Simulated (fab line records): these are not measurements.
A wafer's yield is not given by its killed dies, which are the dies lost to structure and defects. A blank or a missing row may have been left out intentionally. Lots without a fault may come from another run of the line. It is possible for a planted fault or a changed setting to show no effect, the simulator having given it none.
Problem report in the 8D (eight disciplines) form, filled by code || flow sky130 || the parts of the form that need people (team, actions taken, sign-off) are left out

== 1. WHAT IS WRONG ==
cd-nm at SKY_SD_P_CD_MEAS_07 reads a mean of 424 nm on 6 wafers of 2 lots; wafers without a fault read 380 nm with a standard deviation of 3.1. Relative to the usual mean, that is a shift of +14 standard deviations.
The step: target cd 380 nm.
The first sign was on wafer L135.1 at day 27 17:10, on cd-sem-01. The record has a number at this step for 42 wafers belonging to 14 lots. Rule for "out", or "out of limits": more than 4 standard deviations from the usual mean. Any other wafer with a number is counted as sound.

== 2. WHAT IT IS, AND WHAT IT ISN'T ==
{"question": "which readings at this step", "is": "cd-nm", "is not": "-"}
{"question": "which lots", "is": "L135, L138", "is not": "L131, L132, L134, L139, L144, L145, L147, L148, L149, L151, L152, L153"}
{"question": "which wafers of those lots", "is": "all that have a number", "is not": "-"}
{"question": "read on which gauges", "is": "cd-sem-01, cd-sem-02", "is not": "-"}
{"question": "when", "is": "from day 27 17:10", "is not": "up to then (9 sound wafers); but 27 sound wafers of L139, L144, L145, L147, L148, L149, L151, L152, L153 came after"}

== 3. THE SUSPECTS, EACH WITH WHAT RULES IT OUT ==
Counting: a tool at a process step up to the reading stays a suspect if it ran every lot that is out and no sound lot after the first of them.
- the gauge at SKY_SD_P_CD_MEAS_07: ruled out. 2 gauges (cd-sem-01, cd-sem-02) read the wafers that are out.
- litho-track-03 at SKY_SD_P_COAT_02 (resist thk 1140 nm): ruled out as a lasting fault. The sound lots L145, L147, L148, L149, L151 went through it after L135, its earliest lot that is out (day 27 03:25).
Left after counting: nothing in the record.

== 4. THE CAUSE (what the simulator had put in) ==
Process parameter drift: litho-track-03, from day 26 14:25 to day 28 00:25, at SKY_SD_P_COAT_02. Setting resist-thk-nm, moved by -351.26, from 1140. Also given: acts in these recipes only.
It was ruled out by counting, in error; the rule expects a fault to strike all lots run on its tool from its start on, and this fault did not.

== 5. THE EFFECT CHAIN, in route order ==
Each row: a reading where the mean over the struck wafers with a number is more than 3 standard deviations away from the usual. Only readings for which the record gives a usual standard deviation are gone through. hours: the time from each lot's start at the first step in this table that gives one to its start at this step, as a median over the lots. sigmas: the change in usual standard deviations.
{"hours": 0, "step": "SKY_SD_P_CD_MEAS_07", "reading": "cd-nm", "usual": "380 nm", "on struck wafers": 424, "change": "+44", "sigmas": "+14"}
{"hours": 0, "step": "SKY_SD_P_STRIP_10", "reading": "oes-product-au", "usual": "0.617 a.u.", "on struck wafers": 0.587, "change": -0.030, "sigmas": -6.0}
{"hours": 0, "step": "SKY_SD_P_STRIP_10", "reading": "strip-time-to-endpoint-s", "usual": "17.50 s", "on struck wafers": 13.47, "change": -4.03, "sigmas": "-99 or more"}
Its process steps:
- SKY_SD_P_STRIP_10: strips in O2/N2.
Later steps that measure or inspect, where all struck wafers having a row at the step show a number for every such reading and not one has moved that far: SKY_RES_XHIGH_TW_MEAS_09, SKY_LI_CONTACT_THK_MEAS_01.

== 6. WHAT WOULD HAVE CAUGHT IT SOONER ==
The first out-of-limits reading at a measuring or inspecting step in this record came at day 27 17:10, 27 hours after the fault's start at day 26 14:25.
